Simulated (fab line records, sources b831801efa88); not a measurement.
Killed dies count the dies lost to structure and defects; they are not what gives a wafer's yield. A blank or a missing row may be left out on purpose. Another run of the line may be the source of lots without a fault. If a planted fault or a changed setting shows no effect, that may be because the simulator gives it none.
Which of the tools did it? || flow sky130 || Sampling: 11 lots, 33 wafers, 6 of 708 route steps

## WHAT THE GAUGES READ, wafer by wafer
The record lacks any reading of a measuring or inspecting step that a usual standard deviation could be used to judge.

## WHICH TOOL RAN EACH LOT (tool, then ch and the chambers of the sampled wafers, then the start)
{"lot": "L318", "SKY_LI_CONTACT_ETCH_15": "rieDiel-04 ch 0,3, day 28 19:07", "SKY_METAL1_SPUTTER_00": "pvdSputter-03, day 31 05:52", "SKY_VIA1_SPUTTER_20": "pvdSputter-01, day 33 12:46", "SKY_METAL4_SPUTTER_02": "pvdSputter-01, day 39 10:34", "SKY_METAL4_METAL_ETCH_18": "rieMetal-01 ch 0,1, day 41 15:26", "SKY_PAD_OPEN_PROBE_99": "-"}
{"lot": "L319", "SKY_LI_CONTACT_ETCH_15": "rieDiel-03 ch 1,2, day 28 20:03", "SKY_METAL1_SPUTTER_00": "pvdSputter-01, day 31 06:26", "SKY_VIA1_SPUTTER_20": "pvdSputter-01, day 33 13:47", "SKY_METAL4_SPUTTER_02": "pvdSputter-01, day 39 11:36", "SKY_METAL4_METAL_ETCH_18": "rieMetal-02 ch 0,1, day 41 16:57", "SKY_PAD_OPEN_PROBE_99": "-"}
{"lot": "L321", "SKY_LI_CONTACT_ETCH_15": "rieDiel-02 ch 1,2, day 29 18:16", "SKY_METAL1_SPUTTER_00": "pvdSputter-04, day 32 03:45", "SKY_VIA1_SPUTTER_20": "pvdSputter-01, day 34 10:46", "SKY_METAL4_SPUTTER_02": "pvdSputter-01, day 40 07:07", "SKY_METAL4_METAL_ETCH_18": "rieMetal-04 ch 0,1, day 42 10:55", "SKY_PAD_OPEN_PROBE_99": "-"}
{"lot": "L324", "SKY_LI_CONTACT_ETCH_15": "rieDiel-04 ch 0,1,3, day 30 15:31", "SKY_METAL1_SPUTTER_00": "pvdSputter-03, day 32 23:59", "SKY_VIA1_SPUTTER_20": "pvdSputter-02, day 35 06:39", "SKY_METAL4_SPUTTER_02": "pvdSputter-01, day 41 02:22", "SKY_METAL4_METAL_ETCH_18": "rieMetal-04 ch 0,1, day 43 02:47", "SKY_PAD_OPEN_PROBE_99": "prober-02, day 46 21:48"}
{"lot": "L325", "SKY_LI_CONTACT_ETCH_15": "rieDiel-03 ch 0,2, day 31 03:13", "SKY_METAL1_SPUTTER_00": "pvdSputter-04, day 33 10:53", "SKY_VIA1_SPUTTER_20": "pvdSputter-03, day 35 17:53", "SKY_METAL4_SPUTTER_02": "pvdSputter-01, day 41 15:21", "SKY_METAL4_METAL_ETCH_18": "rieMetal-04 ch 0,1, day 43 14:29", "SKY_PAD_OPEN_PROBE_99": "-"}
{"lot": "L326", "SKY_LI_CONTACT_ETCH_15": "rieDiel-03 ch 0,1,2, day 31 04:58", "SKY_METAL1_SPUTTER_00": "pvdSputter-04, day 33 13:43", "SKY_VIA1_SPUTTER_20": "pvdSputter-01, day 35 20:43", "SKY_METAL4_SPUTTER_02": "pvdSputter-02, day 41 16:17", "SKY_METAL4_METAL_ETCH_18": "rieMetal-01 ch 1, day 43 16:14", "SKY_PAD_OPEN_PROBE_99": "-"}
{"lot": "L327", "SKY_LI_CONTACT_ETCH_15": "rieDiel-03 ch 1,2, day 31 17:13", "SKY_METAL1_SPUTTER_00": "pvdSputter-03, day 34 01:37", "SKY_VIA1_SPUTTER_20": "pvdSputter-02, day 36 09:43", "SKY_METAL4_SPUTTER_02": "pvdSputter-01, day 42 03:52", "SKY_METAL4_METAL_ETCH_18": "rieMetal-04 ch 0, day 44 02:02", "SKY_PAD_OPEN_PROBE_99": "prober-01, day 47 19:52"}
{"lot": "L328", "SKY_LI_CONTACT_ETCH_15": "rieDiel-02 ch 1,2,3, day 31 23:46", "SKY_METAL1_SPUTTER_00": "pvdSputter-03, day 34 09:19", "SKY_VIA1_SPUTTER_20": "pvdSputter-01, day 36 16:39", "SKY_METAL4_SPUTTER_02": "pvdSputter-01, day 42 10:05", "SKY_METAL4_METAL_ETCH_18": "rieMetal-04 ch 1, day 44 08:32", "SKY_PAD_OPEN_PROBE_99": "prober-02, day 48 00:42"}
{"lot": "L330", "SKY_LI_CONTACT_ETCH_15": "rieDiel-03 ch 0,2,3, day 32 12:01", "SKY_METAL1_SPUTTER_00": "pvdSputter-03, day 34 21:10", "SKY_VIA1_SPUTTER_20": "pvdSputter-01, day 37 04:49", "SKY_METAL4_SPUTTER_02": "pvdSputter-02, day 42 21:14", "SKY_METAL4_METAL_ETCH_18": "rieMetal-01 ch 0,1, day 44 19:16", "SKY_PAD_OPEN_PROBE_99": "-"}
{"lot": "L336", "SKY_LI_CONTACT_ETCH_15": "rieDiel-04 ch 2,3, day 34 08:58", "SKY_METAL1_SPUTTER_00": "pvdSputter-04, day 36 18:00", "SKY_VIA1_SPUTTER_20": "pvdSputter-02, day 39 01:15", "SKY_METAL4_SPUTTER_02": "pvdSputter-02, day 44 09:58", "SKY_METAL4_METAL_ETCH_18": "rieMetal-04 ch 0,1, day 46 06:44", "SKY_PAD_OPEN_PROBE_99": "-"}
{"lot": "L340", "SKY_LI_CONTACT_ETCH_15": "rieDiel-04 ch 0,1,3, day 35 18:43", "SKY_METAL1_SPUTTER_00": "pvdSputter-03, day 38 03:43", "SKY_VIA1_SPUTTER_20": "pvdSputter-03, day 40 11:17", "SKY_METAL4_SPUTTER_02": "pvdSputter-04, day 45 13:46", "SKY_METAL4_METAL_ETCH_18": "rieMetal-01 ch 0,1, day 47 06:45", "SKY_PAD_OPEN_PROBE_99": "prober-01, day 50 12:09"}
- SKY_LI_CONTACT_ETCH_15: etches PSG in C4F8/O2/Ar, stops on Si, target depth 600 nm.
- SKY_METAL1_SPUTTER_00: material Ti, target thk 15 nm, time 10 s.
- SKY_VIA1_SPUTTER_20: material TiN, target thk 20 nm, time 80 s.
- SKY_METAL4_SPUTTER_02: material AlCu, target thk 735 nm, time 39.1 s.
- SKY_METAL4_METAL_ETCH_18: etches the open film in Cl2/BCl3, stops on SiO2, target depth 845 nm, time 183.1 s.
- SKY_PAD_OPEN_PROBE_99

## AS READ BY THE TOOLS THEMSELVES (means over the sampled wafers that have a number; for cases with no such wafer, the mark the record gives instead)
SKY_LI_CONTACT_ETCH_15.
{"lot": "L318", "tool": "rieDiel-04", "chamberPressureMTorr (mTorr)": 39.96, "oesProductAu (a.u.)": 0.837}
{"lot": "L319", "tool": "rieDiel-03", "chamberPressureMTorr (mTorr)": 39.99, "oesProductAu (a.u.)": 0.835}
{"lot": "L321", "tool": "rieDiel-02", "chamberPressureMTorr (mTorr)": 39.97, "oesProductAu (a.u.)": 0.834}
{"lot": "L324", "tool": "rieDiel-04", "chamberPressureMTorr (mTorr)": 40.01, "oesProductAu (a.u.)": 0.845}
{"lot": "L325", "tool": "rieDiel-03", "chamberPressureMTorr (mTorr)": 40.01, "oesProductAu (a.u.)": 0.839}
{"lot": "L326", "tool": "rieDiel-03", "chamberPressureMTorr (mTorr)": 40.04, "oesProductAu (a.u.)": 0.840}
{"lot": "L327", "tool": "rieDiel-03", "chamberPressureMTorr (mTorr)": 39.99, "oesProductAu (a.u.)": 0.837}
{"lot": "L328", "tool": "rieDiel-02", "chamberPressureMTorr (mTorr)": 40.00, "oesProductAu (a.u.)": 0.837}
{"lot": "L330", "tool": "rieDiel-03", "chamberPressureMTorr (mTorr)": 39.99, "oesProductAu (a.u.)": 0.840}
{"lot": "L336", "tool": "rieDiel-04", "chamberPressureMTorr (mTorr)": 39.99, "oesProductAu (a.u.)": 0.833}
{"lot": "L340", "tool": "rieDiel-04", "chamberPressureMTorr (mTorr)": 39.98, "oesProductAu (a.u.)": 0.842}

SKY_METAL1_SPUTTER_00.
{"lot": "L318", "tool": "pvdSputter-03", "throttleValvePct (%)": 29.1}
{"lot": "L319", "tool": "pvdSputter-01", "throttleValvePct (%)": 28.9}
{"lot": "L321", "tool": "pvdSputter-04", "throttleValvePct (%)": 30.1}
{"lot": "L324", "tool": "pvdSputter-03", "throttleValvePct (%)": 29.0}
{"lot": "L325", "tool": "pvdSputter-04", "throttleValvePct (%)": 30.0}
{"lot": "L326", "tool": "pvdSputter-04", "throttleValvePct (%)": 29.5}
{"lot": "L327", "tool": "pvdSputter-03", "throttleValvePct (%)": 29.0}
{"lot": "L328", "tool": "pvdSputter-03", "throttleValvePct (%)": 29.9}
{"lot": "L330", "tool": "pvdSputter-03", "throttleValvePct (%)": 29.8}
{"lot": "L336", "tool": "pvdSputter-04", "throttleValvePct (%)": 29.9}
{"lot": "L340", "tool": "pvdSputter-03", "throttleValvePct (%)": 31.0}

SKY_VIA1_SPUTTER_20.
{"lot": "L318", "tool": "pvdSputter-01", "throttleValvePct (%)": 29.8}
{"lot": "L319", "tool": "pvdSputter-01", "throttleValvePct (%)": 31.0}
{"lot": "L321", "tool": "pvdSputter-01", "throttleValvePct (%)": 29.9}
{"lot": "L324", "tool": "pvdSputter-02", "throttleValvePct (%)": 30.1}
{"lot": "L325", "tool": "pvdSputter-03", "throttleValvePct (%)": 30.0}
{"lot": "L326", "tool": "pvdSputter-01", "throttleValvePct (%)": 29.7}
{"lot": "L327", "tool": "pvdSputter-02", "throttleValvePct (%)": 28.7}
{"lot": "L328", "tool": "pvdSputter-01", "throttleValvePct (%)": 28.9}
{"lot": "L330", "tool": "pvdSputter-01", "throttleValvePct (%)": 29.8}
{"lot": "L336", "tool": "pvdSputter-02", "throttleValvePct (%)": 28.2}
{"lot": "L340", "tool": "pvdSputter-03", "throttleValvePct (%)": 30.1}

SKY_METAL4_SPUTTER_02.
{"lot": "L318", "tool": "pvdSputter-01", "throttleValvePct (%)": 29.7}
{"lot": "L319", "tool": "pvdSputter-01", "throttleValvePct (%)": 31.0}
{"lot": "L321", "tool": "pvdSputter-01", "throttleValvePct (%)": 31.0}
{"lot": "L324", "tool": "pvdSputter-01", "throttleValvePct (%)": 28.8}
{"lot": "L325", "tool": "pvdSputter-01", "throttleValvePct (%)": 29.9}
{"lot": "L326", "tool": "pvdSputter-02", "throttleValvePct (%)": 28.6}
{"lot": "L327", "tool": "pvdSputter-01", "throttleValvePct (%)": 31.0}
{"lot": "L328", "tool": "pvdSputter-01", "throttleValvePct (%)": 30.0}
{"lot": "L330", "tool": "pvdSputter-02", "throttleValvePct (%)": 28.0}
{"lot": "L336", "tool": "pvdSputter-02", "throttleValvePct (%)": 29.1}
{"lot": "L340", "tool": "pvdSputter-04", "throttleValvePct (%)": 30.9}

SKY_METAL4_METAL_ETCH_18.
{"lot": "L318", "tool": "rieMetal-01", "chamberPressureMTorr (mTorr)": 10.013, "drypumpMotorCurrentA (A)": 6.0, "oesProductAu (a.u.)": 0.871, "throttleValvePct (%)": 22.266}
{"lot": "L319", "tool": "rieMetal-02", "chamberPressureMTorr (mTorr)": 10.007, "drypumpMotorCurrentA (A)": 6.0, "oesProductAu (a.u.)": 0.872, "throttleValvePct (%)": 22.274}
{"lot": "L321", "tool": "rieMetal-04", "chamberPressureMTorr (mTorr)": 9.999, "drypumpMotorCurrentA (A)": 5.2, "oesProductAu (a.u.)": 0.863, "throttleValvePct (%)": 22.269}
{"lot": "L324", "tool": "rieMetal-04", "chamberPressureMTorr (mTorr)": 9.990, "drypumpMotorCurrentA (A)": 5.2, "oesProductAu (a.u.)": 0.864, "throttleValvePct (%)": 22.267}
{"lot": "L325", "tool": "rieMetal-04", "chamberPressureMTorr (mTorr)": 9.990, "drypumpMotorCurrentA (A)": 5.3, "oesProductAu (a.u.)": 0.865, "throttleValvePct (%)": 22.264}
{"lot": "L326", "tool": "rieMetal-01", "chamberPressureMTorr (mTorr)": 10.001, "drypumpMotorCurrentA (A)": 6.4, "oesProductAu (a.u.)": 0.859, "throttleValvePct (%)": 22.263}
{"lot": "L327", "tool": "rieMetal-04", "chamberPressureMTorr (mTorr)": 10.008, "drypumpMotorCurrentA (A)": 5.5, "oesProductAu (a.u.)": 0.877, "throttleValvePct (%)": 22.262}
{"lot": "L328", "tool": "rieMetal-04", "chamberPressureMTorr (mTorr)": 10.004, "drypumpMotorCurrentA (A)": 5.0, "oesProductAu (a.u.)": 0.887, "throttleValvePct (%)": 22.259}
{"lot": "L330", "tool": "rieMetal-01", "chamberPressureMTorr (mTorr)": 10.005, "drypumpMotorCurrentA (A)": 6.0, "oesProductAu (a.u.)": 0.862, "throttleValvePct (%)": 22.266}
{"lot": "L336", "tool": "rieMetal-04", "chamberPressureMTorr (mTorr)": 9.987, "drypumpMotorCurrentA (A)": 5.3, "oesProductAu (a.u.)": 0.865, "throttleValvePct (%)": 22.251}
{"lot": "L340", "tool": "rieMetal-01", "chamberPressureMTorr (mTorr)": 10.005, "drypumpMotorCurrentA (A)": 6.2, "oesProductAu (a.u.)": 0.863, "throttleValvePct (%)": 22.260}

SKY_PAD_OPEN_PROBE_99.
{"lot": "L324", "tool": "prober-02", "defectLimitedYield (%)": 82.8, "killed_at_M0_to_M3": 40, "killed_at_M4_up": 1.7, "killedAtContacts": 27, "killedAtFrontEnd": 17, "killedAtOther": 0.0, "killedDies": 85, "killedOpen": 47, "killedShort": 38, "sort_bin_3_pad_short (%)": 0.8, "sort_bin_5_function (%)": 9.9, "sort_bin_6_memory (%)": 6.5, "sortNPass": 407, "sortYieldPct (%)": 82.8}
{"lot": "L327", "tool": "prober-01", "defectLimitedYield (%)": 82.8, "killed_at_M0_to_M3": 49, "killed_at_M4_up": 2.3, "killedAtContacts": 20, "killedAtFrontEnd": 12, "killedAtOther": 0.7, "killedDies": 85, "killedOpen": 43, "killedShort": 41, "sort_bin_3_pad_short (%)": 0.3, "sort_bin_5_function (%)": 10.4, "sort_bin_6_memory (%)": 6.4, "sortNPass": 407, "sortYieldPct (%)": 82.8}
{"lot": "L328", "tool": "prober-02", "defectLimitedYield (%)": 83.6, "killed_at_M0_to_M3": 41, "killed_at_M4_up": 3.7, "killedAtContacts": 21, "killedAtFrontEnd": 14, "killedAtOther": 0.3, "killedDies": 80, "killedOpen": 38, "killedShort": 42, "sort_bin_3_pad_short (%)": 1.0, "sort_bin_5_function (%)": 9.5, "sort_bin_6_memory (%)": 5.8, "sortNPass": 412, "sortYieldPct (%)": 83.6}
{"lot": "L340", "tool": "prober-01", "defectLimitedYield (%)": 82.0, "killed_at_M0_to_M3": 41, "killed_at_M4_up": 1.3, "killedAtContacts": 29, "killedAtFrontEnd": 17, "killedAtOther": 0.0, "killedDies": 88, "killedOpen": 43, "killedShort": 45, "sort_bin_3_pad_short (%)": 0.8, "sort_bin_5_function (%)": 10.8, "sort_bin_6_memory (%)": 6.4, "sortNPass": 404, "sortYieldPct (%)": 82.0}

## THE ANSWER, worked out from the rows above alone
Rule: the lots themselves supply what counts as usual. Put in order of their means at a reading, lots are off if they are a third of the lots or fewer, leave a main group of 4 or more, and stand apart from it by a gap of 3 or more times the standard deviation of the main group's means; of several such gaps the widest counts. A main group whose means are all the same, to the digits that the tables above print for the reading, isn't used. Also off: a lot with no number at a reading for which 4 or more lots have one. Where the step has rows for the other lots, those lots are counted as sound. The gauges are gone through in route order, then the tools' own readings, and for those a lot's mean is taken as printed above. At the first step where some lot is off, the reading lying furthest off is the one used; lots without a number count as furthest.
No lot is off on any of the readings shown, so nothing can be concluded from this.

## WHAT THE SIMULATOR HAD INSERTED
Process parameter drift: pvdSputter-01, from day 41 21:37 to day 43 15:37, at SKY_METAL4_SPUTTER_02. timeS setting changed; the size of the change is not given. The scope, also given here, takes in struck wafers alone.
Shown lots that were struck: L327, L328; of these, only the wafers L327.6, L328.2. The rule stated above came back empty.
